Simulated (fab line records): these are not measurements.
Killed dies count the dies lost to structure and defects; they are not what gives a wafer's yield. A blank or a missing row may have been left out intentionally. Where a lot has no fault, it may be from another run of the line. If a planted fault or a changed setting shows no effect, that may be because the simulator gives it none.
Which tool was responsible? -- flow sfq-line -- Sampling: 15 lots, 45 wafers, 4 of 325 route steps

== WHAT EACH GAUGE READ, for each wafer ==
SFQ_JJ_OVL_MEAS_931. Usual: for J5_OVL the level is 2 nm and the standard deviation is 6.5.
lot,measured,on,J5_OVL (nm),flag
L143,day 51 20:56,overlay-02,6 0 8,
L144,day 52 06:32,overlay-01,11 2 17,
L145,day 54 21:11,overlay-02,3 -1 1,
L146,day 54 23:35,overlay-01,4 -3 -1,
L149,day 55 05:42,overlay-02,-4 5 -9,
L151,day 61 10:28,overlay-01,-1 3 -5,
L152,day 61 12:52,overlay-01,13 8 -2,
L153,day 61 16:28,overlay-02,13 17 13,
L154,day 61 17:40,overlay-01,4 6 4,
L156,day 62 03:16,overlay-02,-1 -3 3,
L160,day 62 10:28,overlay-02,12 10 11,
L161,day 62 11:44,overlay-02,-1 8 3,
L162,day 62 12:52,overlay-02,0 -8 -3,
L163,day 62 14:04,overlay-02,7 10 6,
L164,day 62 15:19,overlay-02,-6 -10 -6,

SFQ_I7_OVL_MEAS_947. Usual: for I7_OVL the level is -3 nm and the standard deviation is 5.9.
lot,measured,on,I7_OVL (nm),flag
L143,day 83 07:32,overlay-02,-1 -5 1,
L144,day 84 15:22,overlay-01,-2 -6 0,
L145,day 84 16:34,overlay-01,4 -1 -4,
L146,day 86 04:34,overlay-02,3 4 2,
L149,day 86 16:34,overlay-02,2 -5 2,
L151,day 86 23:46,overlay-01,- - -,OFF
L152,day 87 00:58,overlay-01,- - -,OFF
L153,day 87 03:22,overlay-01,- - -,OFF
L154,day 87 07:58,overlay-02,3 11 10,
L156,day 87 11:34,overlay-02,-2 -2 8,
L160,day 89 16:09,overlay-02,6 5 10,
L161,day 89 19:46,overlay-02,-9 -10 -11,
L162,day 90 00:33,overlay-01,-1 -5 -2,
L163,day 90 01:52,overlay-02,-17 -16 -17,
L164,day 90 15:04,overlay-02,6 -2 9,

== EACH LOT AND THE TOOL THAT RAN IT (in order: tool; ch and the chambers of the sampled wafers; start) ==
lot,SFQ_TRILAYER_JJ_TRILAYER_DEP_SPUTTER_109,SFQ_TRILAYER_I6_VIA_LITHO_PEB_172
L143,"pvd-sputter-06, day 46 20:05","litho-track-03 ch 0, day 76 17:28"
L144,"pvd-sputter-06, day 47 06:03","litho-track-03 ch 0, day 76 21:05"
L145,"pvd-sputter-06, day 49 04:59","litho-track-02 ch 0, day 77 00:41"
L146,"pvd-sputter-04, day 49 06:09","litho-track-03 ch 0, day 78 23:38"
L149,"pvd-sputter-06, day 53 04:29","litho-track-02 ch 0, day 79 10:10"
L151,"pvd-sputter-04, day 56 13:52","litho-track-03, day 79 13:47"
L152,"pvd-sputter-06, day 56 15:04","litho-track-03, day 79 14:59"
L153,"pvd-sputter-03, day 56 16:16","litho-track-03, day 79 16:13"
L154,"pvd-sputter-06, day 56 17:28","litho-track-03 ch 0, day 79 18:08"
L156,"pvd-sputter-03, day 57 00:37","litho-track-03 ch 0, day 79 20:31"
L160,"pvd-sputter-04, day 61 06:29","litho-track-02 ch 0, day 82 23:14"
L161,"pvd-sputter-03, day 61 09:22","litho-track-01 ch 0, day 83 02:53"
L162,"pvd-sputter-06, day 61 12:58","litho-track-02 ch 0, day 83 10:28"
L163,"pvd-sputter-04, day 61 13:46","litho-track-03 ch 0, day 83 14:02"
L164,"pvd-sputter-03, day 61 20:01","litho-track-01 ch 0, day 83 18:50"
- SFQ_TRILAYER_JJ_TRILAYER_DEP_SPUTTER_109: material Nb, target thk 150 nm, time 100 s.
- SFQ_TRILAYER_I6_VIA_LITHO_PEB_172: peb time 60 s.

== WHAT THE TOOLS THEMSELVES READ (means of the sampled wafers that have a number; where no wafer has one, the mark that the record gives instead) ==
SFQ_TRILAYER_JJ_TRILAYER_DEP_SPUTTER_109. Usual: throttle-valve-pct at 29.7 %, with a standard deviation of 0.88.
lot,tool,throttle-valve-pct (%),flag
L143,pvd-sputter-06,29.3,
L144,pvd-sputter-06,29.1,
L145,pvd-sputter-06,29.5,
L146,pvd-sputter-04,29.6,
L149,pvd-sputter-06,29.9,
L151,pvd-sputter-04,30.1,
L152,pvd-sputter-06,29.7,
L153,pvd-sputter-03,29.2,
L154,pvd-sputter-06,29.6,
L156,pvd-sputter-03,29.1,
L160,pvd-sputter-04,30.3,
L161,pvd-sputter-03,30.0,
L162,pvd-sputter-06,29.9,
L163,pvd-sputter-04,29.6,
L164,pvd-sputter-03,29.5,

SFQ_TRILAYER_I6_VIA_LITHO_PEB_172. Usual: chill-plate-temp-C 23.00 C, standard deviation 0.11; exhaust-pa 45.2 Pa, standard deviation 0.95; heater-power-total-W 79.15 W, standard deviation 0.071.
lot,tool,chill-plate-temp-C (C),exhaust-pa (Pa),heater-power-total-W (W),flag
L143,litho-track-03,23.09,45.3,79.13,
L144,litho-track-03,23.03,45.6,79.15,
L145,litho-track-02,23.07,46.1,79.13,
L146,litho-track-03,22.95,46.4,79.09,
L149,litho-track-02,23.06,44.9,79.22,
L151,litho-track-03,-,-,-,OFF
L152,litho-track-03,-,-,-,OFF
L153,litho-track-03,-,-,-,OFF
L154,litho-track-03,22.89,44.8,79.13,
L156,litho-track-03,23.05,44.9,79.13,
L160,litho-track-02,22.90,46.1,79.16,
L161,litho-track-01,22.93,46.3,79.18,
L162,litho-track-02,23.07,43.7,79.18,
L163,litho-track-03,22.94,45.6,79.12,
L164,litho-track-01,23.04,47.0,79.22,

== THE ANSWER, worked out from the rows above alone ==
Rule: take the mean of a lot's wafers that have a number; if it is more than 3 standard deviations from the usual mean, the lot is off. A lot without any number at a reading at which 4 lots or more have one is off too. Where the step has rows for the other lots, those lots are counted as sound. First the gauges in route order, then the tools' own readings, where a lot's mean is used as printed above. At the first step where some lot is off, the reading lying furthest off is the one used; lots without a number count as furthest.
Off: at SFQ_I7_OVL_MEAS_947 (I7_OVL), L151, L152, L153. Without a number there: L151, L152, L153.
A tool fits if, at a process step before that reading, it ran every lot that is off, and no sound lot after the first of them. Not tried: the gauges at SFQ_I7_OVL_MEAS_947; whatever is off there is also off at SFQ_TRILAYER_I6_VIA_LITHO_PEB_172, on other tools, and gauge error can't account for it. None of those tried fits.

== WHAT THE SIMULATOR HAD INSERTED ==
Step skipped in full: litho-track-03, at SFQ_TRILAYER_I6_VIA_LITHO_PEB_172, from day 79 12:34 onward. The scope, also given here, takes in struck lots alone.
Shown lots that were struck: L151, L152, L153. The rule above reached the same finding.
